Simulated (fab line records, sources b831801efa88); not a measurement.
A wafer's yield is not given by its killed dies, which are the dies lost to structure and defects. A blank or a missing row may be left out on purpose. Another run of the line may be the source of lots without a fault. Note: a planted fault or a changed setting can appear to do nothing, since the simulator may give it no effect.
One fault through the eyes of 2 desks + flow sky130 + what lay behind the numbers comes last; until then each desk has only its own

TOOL OWNER'S DESK, implanter-04
The tool's own readings at SKY_NWELL_IMPLANT_12, given as means over the sampled wafers that have a number, one for each lot that went through this tool. If a lot's mean is further than 4 standard deviations from the usual mean, the lot is out of limits and carries the mark OUT (the distance appears in the brackets).
Columns: A = doseIonsCm2 at SKY_NWELL_IMPLANT_12, usual 1.3002e+12; B = faradayCurrentUA at SKY_NWELL_IMPLANT_12, usual 7.34
| lot  | first seen here | A                    | B    |
|------|-----------------|----------------------|------|
| L606 | day 5 23:31     | 1.3014e+12           | 7.44 |
| L609 | day 6 14:11     | 1.3011e+12           | 7.36 |
| L613 | day 7 13:49     | 1.4235e+12 (+88) OUT | 7.89 |
| L614 | day 7 21:32     | 1.4265e+12 (+90) OUT | 7.90 |
This desk finds L613, L614 out of limits, L613 being first, at day 7 13:49 (doseIonsCm2 at SKY_NWELL_IMPLANT_12). In limits: L606, L609.

METROLOGY DESK
Lot by lot, what the gauges showed, no matter which tool ran the lot: averages of those sampled wafers that carry a number. If a lot's mean is further than 4 standard deviations from the usual mean, the lot is out of limits and carries the mark OUT (the distance appears in the brackets).
Columns: A = PWDE_TW at SKY_PWDE_TW_MEAS_10, usual 374.5; B = NWELL_00_OVL at SKY_NWELL_OVL_MEAS_10, usual -0.1 nm; C = NWELL_TW at SKY_NWELL_TW_MEAS_15, usual 1822; D = NWELL_01_OVL at SKY_NWELL_OVL_MEAS_23, usual -0.3 nm; E = NWELL_2_TW at SKY_NWELL_TW_MEAS_26, usual 497.4; F = NWELL_RS at SKY_NWELL_RS_MEAS_29, usual 624.5 ohm/sq
| lot  | first seen here | A     | B    | C    | D    | E     | F     |
|------|-----------------|-------|------|------|------|-------|-------|
| L606 | day 5 05:22     | 375.7 | -0.1 | 1824 | -0.7 | 494.8 | 625.8 |
| L609 | day 5 19:34     | 374.3 | 1.9  | 1817 | 1.3  | 499.0 | 624.4 |
| L613 | day 6 18:39     | 374.0 | -1.7 | 1833 | 0.6  | 497.7 | 621.6 |
| L614 | day 7 00:55     | 374.0 | -2.3 | 1825 | 0.1  | 494.5 | 619.9 |
| L623 | day 9 04:23     | 375.7 | 0.5  | 1809 | -1.3 | 498.4 | 624.8 |
| L624 | day 9 11:17     | 376.8 | 1.2  | 1814 | -0.4 | 498.3 | 623.5 |
Result from this desk: across the 6 lots, nothing is out of limits.

PUT TOGETHER
On L613, L614, at day 7 13:49, an alarm was possible from the tool owner's desk.
At the metrology desk, nothing out of limits was observed.
The metrology desk holds a record of L613, L614, inside its limits.
On implanter-04, each named lot ran SKY_NWELL_IMPLANT_12.

WHAT THE SIMULATOR HAD PUT IN
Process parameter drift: implanter-04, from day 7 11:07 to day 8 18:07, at SKY_NWELL_IMPLANT_12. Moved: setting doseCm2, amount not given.
Struck lots among those shown: L613, L614.
Each desk's first reading out of limits, in hours after the fault started: the tool owner's desk, 3.
